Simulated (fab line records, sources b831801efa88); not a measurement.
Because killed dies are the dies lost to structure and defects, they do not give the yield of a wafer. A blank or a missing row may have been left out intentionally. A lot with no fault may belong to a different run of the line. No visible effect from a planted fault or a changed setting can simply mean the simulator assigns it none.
fab line records	flow gf180mcu	part 1 of 2: steps 1 to 28 of 40
record lots=5	wafers=15	last-day=32
route steps=602 shown V5@544 TOP_METAL@567
lots with no fault: from the same line, run without faults
start-h: hours from the record's opening day to when the first of the lot's shown wafers began	wait-h: how many hours have passed since the lot's step before this one	" repeats the value in the row above	L1.1+2: a single row standing in for several wafers	- no value present, or no start provided	* or withheld: withheld	< > ~ a bound
route shown NAME@n: names a module that has steps shown in the file, with the first one's number in the route	usual: mean/standard deviation of fault-free wafers	same: alike in all rows	chamber/n: place in a boat	sites: each site's reading	_std_site: standard deviation across them	_edge_site: the outer-site mean with the inner-site mean subtracted	radius-mm: how far each site lies from the wafer's centre	mask NAME#n: copy n	behind: tool/chamber where the wafer was last shaped	hold: the reason the lot was held/the length of the hold in hours/how it ended	device: the transistor (n, p or np) that didn't switch	end of line: tests run on the same wafers once the route is complete	a step given without rows: its recipe and nothing more	killed: at the first sort, the dies lost to defects and structure; wafer yield is something else	map: a wafer's dies, marking killed ones x, the rest . and places with no die _
set.NAME: the setting as run; set.NAME@STEP: as run at that earlier step	model.NAME: the simulator's own value behind a step, which no gauge read
lots at some steps of the route; a table a step, a row a wafer
services: the hour from which a tool's chamber was out of use, counted from the record's first day as start-h (under 0 if before that day), plus the number of hours and why
## steps
# step GF_V5_CMP_04
# recipe material=SiO2	down-force-psi=4	platen-rpm=60	pad-velocity-m-s=0.94248
# usual motor-current-A=12.9/0.98
lot.wafer	tool	chamber	start-h	wait-h	motor-current-A
L079.1	cmp-01	2	643.70	0.2	14.4
L079.5	"	3	"	"	12.6
L079.6	"	0	"	"	11.7
L080.4	cmp-02	3	661.35	0.1	12.1
L080.6	"	2	"	"	12.7
L080.5	"	3	"	"	11.9
L085.1	cmp-02	0	691.32	0.1	11.6
L085.2	"	1	"	"	11.6
L085.4	"	2	"	"	13.1
L086.3	cmp-02	0	697.33	0.1	10.8
L086.2	"	3	"	"	12.4
L086.6	"	1	"	"	11.5
L088.2	cmp-01	2	708.49	0.1	14.4
L088.3	"	0	"	"	12.3
L088.5	"	1	"	"	14.1
# step GF_V5_BOW_MEAS_05
# recipe mode=bow
# usual V5_BOW=132/10
lot.wafer	tool	chamber	start-h	wait-h	V5_BOW[um]
L079.1	film-metro-01	-	643.85	0.1	134
L079.5	"	-	"	"	136
L079.6	"	-	"	"	136
L080.4	film-metro-02	-	661.66	0.3	128
L080.5	"	-	"	"	139
L080.6	"	-	"	"	134
L085.1	film-metro-03	-	691.57	0.2	129
L085.2	"	-	"	"	124
L085.4	"	-	"	"	122
L086.2	film-metro-02	-	697.65	0.1	119
L086.3	"	-	"	"	122
L086.6	"	-	"	"	126
L088.2	film-metro-02	-	708.76	0.2	118
L088.3	"	-	"	"	114
L088.5	"	-	"	"	123
# step GF_V5_DEHYDRATE_06
# recipe temp-c=200	time-s=60
lot.wafer	tool	chamber	start-h	wait-h
L079.1+5+6	litho-track-02	0	653.22	9.3
L080.4+5+6	litho-track-01	0	670.46	8.8
L085.1+2+4	litho-track-03	0	700.57	9.0
L086.2+3+6	litho-track-01	0	706.26	8.6
L088.2+3+5	litho-track-01	0	717.01	8.2
# step GF_V5_HMDS_07
# recipe prime-time-s=60	prime-temp-c=120
# usual prime-temp-c=120.01/0.14
lot.wafer	tool	chamber	start-h	wait-h	prime-temp-c
L079.1	litho-track-02	0	653.37	0.1	120.20
L079.5	"	0	"	"	120.15
L079.6	"	0	"	"	119.88
L080.4	litho-track-01	0	670.61	0.1	120.26
L080.5	"	0	"	"	119.95
L080.6	"	0	"	"	120.12
L085.1	litho-track-03	0	700.72	0.1	120.01
L085.2	"	0	"	"	120.08
L085.4	"	0	"	"	120.02
L086.2	litho-track-01	0	706.41	0.1	120.04
L086.3	"	0	"	"	119.90
L086.6	"	0	"	"	119.98
L088.2	litho-track-01	0	717.16	0.1	119.78
L088.3	"	0	"	"	119.88
L088.5	"	0	"	"	119.81
# step GF_V5_COAT_08
# recipe resist=BARC	temp-c=withheld	time-s=withheld	spin-rpm=withheld	resist-thk-nm=withheld
lot.wafer	tool	chamber	start-h	wait-h
L079.1+5+6	litho-track-02	0	653.52	0.1
L080.4+5+6	litho-track-01	0	670.76	0.1
L085.1+2+4	litho-track-03	0	700.87	0.1
L086.2+3+6	litho-track-01	0	706.56	0.1
L088.2+3+5	litho-track-01	0	717.31	0.1
# step GF_V5_COAT_09
# recipe resist=KrF	spin-rpm=withheld	resist-thk-nm=1000
lot.wafer	tool	chamber	start-h	wait-h
L079.1+5+6	litho-track-02	0	-	-
L080.4+5+6	litho-track-01	0	-	-
L085.1+2+4	litho-track-03	0	-	-
L086.2+3+6	litho-track-01	0	-	-
L088.2+3+5	litho-track-01	0	-	-
# step GF_V5_SOFTBAKE_10
# recipe temp-c=130	time-s=60	resist=KrF
lot.wafer	tool	chamber	start-h	wait-h
L079.1+5+6	litho-track-02	0	-	-
L080.4+5+6	litho-track-01	0	-	-
L085.1+2+4	litho-track-03	0	-	-
L086.2+3+6	litho-track-01	0	-	-
L088.2+3+5	litho-track-01	0	-	-
# step GF_V5_EXPOSE_11
# recipe mask-id=Via5	target-cd-nm=260	na=0.68	source-shape=conventional	sigma-outer=0.6	dose-mj=38
lot.wafer	tool	chamber	start-h	wait-h	mask
L079.1+5+6	krf-scanner-01	0	-	-	Via5#0
L080.4+5+6	krf-scanner-01	0	-	-	Via5#0
L085.1+2+4	krf-scanner-01	0	-	-	Via5#0
L086.2+3+6	krf-scanner-02	0	-	-	Via5#0
L088.2+3+5	krf-scanner-02	0	-	-	Via5#0
# step GF_V5_PEB_12
# recipe peb-temp-c=135	peb-time-s=90	resist=KrF
lot.wafer	tool	chamber	start-h	wait-h
L079.1+5+6	litho-track-03	0	-	-
L080.4+5+6	litho-track-01	0	-	-
L085.1+2+4	litho-track-03	0	-	-
L086.2+3+6	litho-track-01	0	-	-
L088.2+3+5	litho-track-02	0	-	-
# step GF_V5_DEVELOP_13
# recipe develop-time-s=60	resist=KrF	dev-temp-c=21
lot.wafer	tool	chamber	start-h	wait-h
L079.1+5+6	litho-track-03	0	664.07	0.2
L080.4+5+6	litho-track-01	0	681.01	0.1
L085.1+2+4	litho-track-03	0	710.07	0.2
L086.2+3+6	litho-track-01	0	715.96	0.2
L088.2+3+5	litho-track-02	0	726.39	0.2
# step GF_V5_CD_MEAS_14
# recipe target-cd-nm=260
# usual cd-nm=259.9/1.2
lot.wafer	tool	chamber	start-h	wait-h	cd-nm
L079.1	cd-sem-01	-	664.22	0.1	259.1
L079.5	"	-	"	"	259.0
L079.6	"	-	"	"	258.2
L080.4	cd-sem-01	-	681.14	0.1	260.7
L080.5	"	-	"	"	260.1
L080.6	"	-	"	"	260.1
L085.1	cd-sem-01	-	710.22	0.1	260.6
L085.2	"	-	"	"	261.8
L085.4	"	-	"	"	260.9
L086.2	cd-sem-01	-	716.10	0.1	259.9
L086.3	"	-	"	"	258.6
L086.6	"	-	"	"	259.2
L088.2	cd-sem-02	-	726.54	0.1	258.9
L088.3	"	-	"	"	257.8
L088.5	"	-	"	"	257.3
# step GF_V5_OVL_MEAS_15
# usual V5_OVL=1/5.8
lot.wafer	tool	chamber	start-h	wait-h	V5_OVL[nm]
L079.1	overlay-01	-	664.34	0.1	6
L079.5	"	-	"	"	3
L079.6	"	-	"	"	-6
L080.4	overlay-01	-	681.22	0.1	3
L080.5	"	-	"	"	3
L080.6	"	-	"	"	4
L085.1	overlay-02	-	710.34	0.1	-2
L085.2	"	-	"	"	-4
L085.4	"	-	"	"	3
L086.2	overlay-02	-	716.21	0.1	-4
L086.3	"	-	"	"	-3
L086.6	"	-	"	"	-4
L088.2	overlay-01	-	726.64	0.1	12
L088.3	"	-	"	"	12
L088.5	"	-	"	"	13
# step GF_V5_ETCH_16
# recipe chemistry=N2/H2	target-depth-a=withheld	overetch-a=withheld	time-s=withheld	target=BARC	ion-energy-ev=200	source-w=500	bias-w=100	pressure-mtorr=30	n2-flow-sccm=100	h2-flow-sccm=200
# usual drypump-motor-current-A=5.7/0.38	n2-flow-sccm=100.0/0.3	oes-product-au=0.854/0.0048	throttle-valve-pct=13.224/0.0087
lot.wafer	tool	chamber	start-h	wait-h	drypump-motor-current-A	n2-flow-sccm	oes-product-au	throttle-valve-pct
L079.1	rie-diel-02	0	664.38	0.0	5.7	99.8	0.853	13.225
L079.5	"	1	"	"	5.7	99.8	0.855	13.213
L079.6	"	0	"	"	5.7	99.8	0.851	13.224
L080.4	rie-diel-02	3	681.26	0.0	6.3	100.1	0.859	13.233
L080.5	"	2	"	"	5.7	99.9	0.861	13.215
L080.6	"	1	"	"	5.7	99.8	0.850	13.238
L085.1	rie-diel-01	3	710.38	0.0	5.5	99.9	0.842	13.220
L085.2	"	1	"	"	5.7	99.7	0.855	13.228
L085.4	"	2	"	"	5.7	100.0	0.854	13.223
L086.2	rie-diel-03	2	716.24	0.0	5.5	99.9	0.855	13.227
L086.3	"	1	"	"	6.5	100.1	0.851	13.218
L086.6	"	1	"	"	6.5	99.9	0.854	13.215
L088.2	rie-diel-01	3	726.67	0.0	5.4	100.1	0.854	13.217
L088.3	"	0	"	"	5.1	99.4	0.852	13.219
L088.5	"	3	"	"	5.4	100.4	0.848	13.232
# step GF_V5_ETCH_17
# recipe chemistry=C4F8/O2/Ar	mask-material=KrF	target=SiO2	stop-on=TiN	source-w=1500	bias-w=1200	pressure-mtorr=40	c4f8-flow-sccm=withheld	O2_flow_sccm=6	Ar_flow_sccm=300	time-s=withheld	target-depth-a=8550
# usual oes-product-au=0.859/0.0044
lot.wafer	tool	chamber	start-h	wait-h	oes-product-au
L079.1	rie-diel-02	0	-	-	0.860
L079.5	"	1	"	"	0.863
L079.6	"	0	"	"	0.864
L080.4	rie-diel-02	3	-	-	0.862
L080.5	"	2	"	"	0.864
L080.6	"	1	"	"	0.865
L085.1	rie-diel-01	3	-	-	0.866
L085.2	"	1	"	"	0.860
L085.4	"	2	"	"	0.869
L086.2	rie-diel-03	2	-	-	0.854
L086.3	"	1	"	"	0.860
L086.6	"	1	"	"	0.864
L088.2	rie-diel-01	3	-	-	0.859
L088.3	"	0	"	"	0.858
L088.5	"	3	"	"	0.862
# step GF_V5_STRIP_18
# recipe chemistry=O2/N2	power-w=1400	pressure-mtorr=1500	platen-temp-c=250	o2-flow-sccm=3000	n2-flow-sccm=300	overash-fraction=0.5
# usual drypump-motor-current-A=5.9/0.41	heater-power-w=325/30	n2-flow-sccm=299.9/0.89	o2-flow-sccm=2999/9.1	oes-product-au=0.569/0.0047
lot.wafer	tool	chamber	start-h	wait-h	drypump-motor-current-A	heater-power-w	n2-flow-sccm	o2-flow-sccm	oes-product-au	rf-hours-counter-h
L079.1	plasma-asher-02	1	664.53	-	5.3	317	300.5	3005	0.572	102
L079.5	"	1	"	"	5.3	320	300.4	3018	0.565	-
L079.6	"	0	"	"	6.4	341	300.7	3001	0.578	-
L080.4	plasma-asher-02	0	681.42	-	6.5	329	299.5	3012	0.562	-
L080.5	"	1	"	"	5.3	326	299.9	3007	0.573	-
L080.6	"	0	"	"	6.5	338	299.8	3000	0.568	-
L085.1	plasma-asher-01	0	710.53	-	5.5	354	299.2	2992	0.568	100
L085.2	"	1	"	"	5.8	307	299.3	3003	0.572	100
L085.4	"	1	"	"	5.8	316	299.0	3022	0.558	-
L086.2	plasma-asher-03	0	716.39	-	6.0	260	301.1	2992	0.574	54
L086.3	"	0	"	"	6.0	260	300.4	3001	0.571	-
L086.6	"	1	"	"	6.2	346	299.7	3008	0.560	-
L088.2	plasma-asher-03	1	726.83	-	6.2	356	299.6	3006	0.565	55
L088.3	"	0	"	"	6.0	261	299.6	2989	0.563	-
L088.5	"	1	"	"	6.2	347	300.1	2994	0.563	-
# step GF_V5_STRIP_19
# recipe chemistry=post-etch-residue-remover	time-s=1200	temp-c=72.5
# usual bath-heat-duty-pct=15.3/1.9
lot.wafer	tool	chamber	start-h	wait-h	bath-heat-duty-pct
L079.1	wet-bench-04	3	664.63	0.1	15.2
L079.5	"	3	"	"	16.6
L079.6	"	3	"	"	15.5
L080.4	wet-bench-01	0	681.49	0.0	16.5
L080.5	"	0	"	"	15.2
L080.6	"	0	"	"	15.8
L085.1	wet-bench-01	2	710.63	0.1	14.3
L085.2	"	2	"	"	13.8
L085.4	"	2	"	"	14.0
L086.2	wet-bench-04	3	716.49	0.1	15.7
L086.3	"	3	"	"	14.9
L086.6	"	3	"	"	15.1
L088.2	wet-bench-01	1	726.93	0.1	15.3
L088.3	"	1	"	"	14.1
L088.5	"	1	"	"	14.7
# step GF_V5_CLEAN_20
# recipe chemistry=DIW	dry=n2-spin
lot.wafer	tool	chamber	start-h	wait-h
L079.1+5+6	wet-bench-01	2	665.00	0.0
L080.4+5+6	wet-bench-03	0	681.83	0.0
L085.1+2+4	wet-bench-01	0	710.97	0.0
L086.2+3+6	wet-bench-04	1	716.83	0.0
L088.2+3+5	wet-bench-03	0	727.30	0.0
# step GF_V5_SPUTTER_21
# recipe material=Ti	target-thk-nm=15	chamber-pressure-pa=5	power-w=2500	substrate-temp-c=200	time-s=80.02
# usual throttle-valve-pct=29.8/1.3
lot.wafer	tool	chamber	start-h	wait-h	throttle-valve-pct
L079.1	pvd-sputter-01	-	665.11	0.0	27.8
L079.5	"	-	"	"	28.9
L079.6	"	-	"	"	28.0
L080.4	pvd-sputter-01	-	681.92	0.0	28.9
L080.5	"	-	"	"	29.5
L080.6	"	-	"	"	32.0
L085.1	pvd-sputter-01	-	711.06	0.0	29.7
L085.2	"	-	"	"	32.0
L085.4	"	-	"	"	27.9
L086.2	pvd-sputter-01	-	716.92	0.0	29.4
L086.3	"	-	"	"	28.9
L086.6	"	-	"	"	29.0
L088.2	pvd-sputter-04	-	727.39	0.0	29.3
L088.3	"	-	"	"	31.5
L088.5	"	-	"	"	31.6
# step GF_V5_SPUTTER_22
# recipe material=TiN	target-thk-nm=10	chamber-pressure-pa=5	power-w=4000	time-s=40
# usual throttle-valve-pct=29.8/1.4
lot.wafer	tool	chamber	start-h	wait-h	throttle-valve-pct
L079.1	pvd-sputter-01	-	665.17	0.0	27.9
L079.5	"	-	"	"	28.6
L079.6	"	-	"	"	27.8
L080.4	pvd-sputter-01	-	681.98	0.0	28.8
L080.5	"	-	"	"	29.4
L080.6	"	-	"	"	31.9
L085.1	pvd-sputter-01	-	711.13	0.0	29.6
L085.2	"	-	"	"	31.8
L085.4	"	-	"	"	27.8
L086.2	pvd-sputter-01	-	716.98	0.0	29.6
L086.3	"	-	"	"	28.7
L086.6	"	-	"	"	28.9
L088.2	pvd-sputter-04	-	727.45	0.0	29.2
L088.3	"	-	"	"	31.7
L088.5	"	-	"	"	31.9
# step GF_V5_CVD_23
# recipe material=W	target-thk-nm=350	time-s=104.9	temp-c=400	pressure-torr=40
# usual heater-power-w=865/110	susceptor-temp-C=400.01/0.22
lot.wafer	tool	chamber	start-h	wait-h	heater-power-w	since-wet-clean-h	susceptor-temp-C
L079.1	cvd-w-01	0	665.21	0.0	882	261	399.79
L079.5	"	1	"	"	809	-	399.80
L079.6	"	0	"	"	861	-	399.98
L080.4	cvd-w-01	1	682.06	0.1	809	-	399.90
L080.5	"	0	"	"	883	-	400.04
L080.6	"	1	"	"	817	-	399.76
L085.1	cvd-w-01	1	711.16	0.0	819	307	399.87
L085.2	"	0	"	"	852	307	400.01
L085.4	"	1	"	"	808	-	400.35
L086.2	cvd-w-02	0	717.02	0.0	721	813	400.40
L086.3	"	1	"	"	1039	-	400.60
L086.6	"	1	"	"	1016	-	400.31
L088.2	cvd-w-01	1	727.49	0.0	803	324	400.04
L088.3	"	0	"	"	875	-	400.37
L088.5	"	1	"	"	828	-	400.21
# step GF_V5_RS_MEAS_24
# recipe thk-meas-gauge=four-point-probe	reads=W_of_V5_CVD_23+TiN_of_V5_SPUTTER_22+Ti_of_V5_SPUTTER_21
# usual V5_W_RS=0.328/0.0038
lot.wafer	tool	chamber	start-h	wait-h	V5_W_RS[ohm/sq]
L079.1	film-metro-03	-	665.33	0.1	0.330
L079.5	"	-	"	"	0.332
L079.6	"	-	"	"	0.330
L080.4	film-metro-03	-	682.20	0.1	0.336
L080.5	"	-	"	"	0.331
L080.6	"	-	"	"	0.332
L085.1	film-metro-02	-	711.28	0.1	0.325
L085.2	"	-	"	"	0.329
L085.4	"	-	"	"	0.329
L086.2	film-metro-01	-	717.15	0.1	0.321
L086.3	"	-	"	"	0.322
L086.6	"	-	"	"	0.322
L088.2	film-metro-03	-	727.62	0.1	0.326
L088.3	"	-	"	"	0.328
L088.5	"	-	"	"	0.327
# step GF_V5_THK_MEAS_25
# recipe thk-meas-gauge=xrf	reads=W_of_V5_CVD_23
# usual V5_W_THK=356/5.8
lot.wafer	tool	chamber	start-h	wait-h	V5_W_THK[nm]
L079.1	film-metro-03	-	665.45	0.1	357
L079.5	"	-	"	"	353
L079.6	"	-	"	"	355
L080.4	film-metro-03	-	682.29	0.1	349
L080.5	"	-	"	"	355
L080.6	"	-	"	"	351
L085.1	film-metro-02	-	711.40	0.1	355
L085.2	"	-	"	"	350
L085.4	"	-	"	"	352
L086.2	film-metro-01	-	717.26	0.1	371
L086.3	"	-	"	"	369
L086.6	"	-	"	"	367
L088.2	film-metro-03	-	727.73	0.1	358
L088.3	"	-	"	"	353
L088.5	"	-	"	"	356
# step GF_V5_CMP_26
# recipe stop-on=SiO2	down-force-psi=3.5	platen-rpm=60	t-overpolish-s=15	target-thk-nm=0	pad-velocity-m-s=0.94248
# usual motor-current-A=11.4/0.83	overpolish-run-s=15.000/0.008	time-to-endpoint-s=83.8/2.8
lot.wafer	tool	chamber	start-h	wait-h	motor-current-A	overpolish-run-s	time-to-endpoint-s
L079.1	cmp-01	2	665.67	0.2	13.2	15.007	81.5
L079.6	"	3	"	"	12.4	14.986	83.9
L079.5	"	0	"	"	11.5	14.991	82.2
L080.4	cmp-02	3	682.42	0.1	10.5	15.002	83.2
L080.6	"	1	"	"	10.8	15.008	89.8
L080.5	"	2	"	"	12.0	15.011	83.2
L085.2	cmp-02	2	711.63	0.2	11.9	14.999	78.8
L085.1	"	0	"	"	11.3	14.998	83.3
L085.4	"	1	"	"	10.2	14.999	81.1
L086.3	cmp-01	3	717.36	0.1	12.5	15.006	84.5
L086.2	"	1	"	"	13.2	15.006	83.3
L086.6	"	2	"	"	12.2	14.992	86.8
L088.2	cmp-01	1	727.83	0.1	13.6	14.999	81.6
L088.3	"	2	"	"	12.9	15.016	84.6
L088.5	"	0	"	"	11.4	14.996	82.5
# step GF_TOP_METAL_SPUTTER_00
# recipe material=Ti	target-thk-nm=37.5	arriving-ion-energy-ev=80	substrate-temp-c=200	chamber-pressure-pa=2	power-w=4000	time-s=150
# usual throttle-valve-pct=29.9/1
lot.wafer	tool	chamber	start-h	wait-h	throttle-valve-pct
L079.1	pvd-sputter-02	-	665.83	0.1	30.1
L079.5	"	-	"	"	30.2
L079.6	"	-	"	"	29.0
L080.4	pvd-sputter-04	-	682.62	0.1	31.4
L080.5	"	-	"	"	31.6
L080.6	"	-	"	"	29.4
L085.1	pvd-sputter-04	-	711.93	0.1	30.9
L085.2	"	-	"	"	29.3
L085.4	"	-	"	"	31.4
L086.2	pvd-sputter-03	-	717.61	0.1	32.2
L086.3	"	-	"	"	29.7
L086.6	"	-	"	"	29.9
L088.2	pvd-sputter-03	-	728.08	0.2	30.0
L088.3	"	-	"	"	29.4
L088.5	"	-	"	"	31.8
# step GF_TOP_METAL_SPUTTER_01
# recipe material=TiN	target-thk-nm=30	power-w=6500	time-s=25	chamber-pressure-pa=0.4
# usual throttle-valve-pct=29.9/1
lot.wafer	tool	chamber	start-h	wait-h	throttle-valve-pct
L079.1	pvd-sputter-02	-	665.94	0.1	30.2
L079.5	"	-	"	"	30.3
L079.6	"	-	"	"	29.0
L080.4	pvd-sputter-04	-	682.72	0.1	31.5
L080.5	"	-	"	"	31.5
L080.6	"	-	"	"	29.2
L085.1	pvd-sputter-04	-	712.03	0.1	31.0
L085.2	"	-	"	"	28.9
L085.4	"	-	"	"	31.9
L086.2	pvd-sputter-03	-	717.71	0.1	31.8
L086.3	"	-	"	"	29.5
L086.6	"	-	"	"	30.0
L088.2	pvd-sputter-03	-	728.18	0.1	30.3
L088.3	"	-	"	"	29.6
L088.5	"	-	"	"	31.9
# step GF_TOP_METAL_SPUTTER_02
# recipe material=AlCu	target-thk-nm=900	power-w=10600	chamber-pressure-pa=0.3	substrate-temp-c=250	gas=Ar	time-s=47.82
# usual throttle-valve-pct=29.9/1
lot.wafer	tool	chamber	start-h	wait-h	throttle-valve-pct
L079.1	pvd-sputter-02	-	665.98	0.0	30.5
L079.5	"	-	"	"	30.3
L079.6	"	-	"	"	29.1
L080.4	pvd-sputter-04	-	682.75	0.0	31.4
L080.5	"	-	"	"	31.7
L080.6	"	-	"	"	29.3
L085.1	pvd-sputter-04	-	712.06	0.0	30.8
L085.2	"	-	"	"	29.1
L085.4	"	-	"	"	31.5
L086.2	pvd-sputter-03	-	717.75	0.0	32.0
L086.3	"	-	"	"	29.6
L086.6	"	-	"	"	29.9
L088.2	pvd-sputter-03	-	728.21	0.0	30.0
L088.3	"	-	"	"	29.5
L088.5	"	-	"	"	31.7
# step GF_TOP_METAL_SPUTTER_03
# recipe material=Ti	target-thk-nm=5	substrate-temp-c=300	chamber-pressure-pa=0.3	power-w=3000	time-s=3.3
# usual throttle-valve-pct=29.9/1.1
lot.wafer	tool	chamber	start-h	wait-h	throttle-valve-pct
L079.1	pvd-sputter-02	-	666.02	0.0	30.6
L079.5	"	-	"	"	30.2
L079.6	"	-	"	"	28.8
L080.4	pvd-sputter-04	-	682.79	0.0	31.6
L080.5	"	-	"	"	31.6
L080.6	"	-	"	"	29.1
L085.1	pvd-sputter-04	-	712.10	0.0	31.1
L085.2	"	-	"	"	29.2
L085.4	"	-	"	"	31.7
L086.2	pvd-sputter-03	-	717.79	0.0	31.9
L086.3	"	-	"	"	29.5
L086.6	"	-	"	"	30.0
L088.2	pvd-sputter-03	-	728.26	0.0	29.8
L088.3	"	-	"	"	29.3
L088.5	"	-	"	"	31.9
# step GF_TOP_METAL_SPUTTER_04
# recipe material=TiN	target-thk-nm=25	power-w=6500	time-s=20.8	chamber-pressure-pa=0.4
# usual throttle-valve-pct=29.9/1
lot.wafer	tool	chamber	start-h	wait-h	throttle-valve-pct
L079.1	pvd-sputter-02	-	666.05	0.0	30.3
L079.5	"	-	"	"	30.5
L079.6	"	-	"	"	28.9
L080.4	pvd-sputter-04	-	682.81	0.0	31.7
L080.5	"	-	"	"	31.5
L080.6	"	-	"	"	29.2
L085.1	pvd-sputter-04	-	712.12	0.0	31.0
L085.2	"	-	"	"	29.2
L085.4	"	-	"	"	31.7
L086.2	pvd-sputter-03	-	717.81	0.0	31.8
L086.3	"	-	"	"	29.4
L086.6	"	-	"	"	30.1
L088.2	pvd-sputter-03	-	728.28	0.0	30.0
L088.3	"	-	"	"	29.5
L088.5	"	-	"	"	31.9
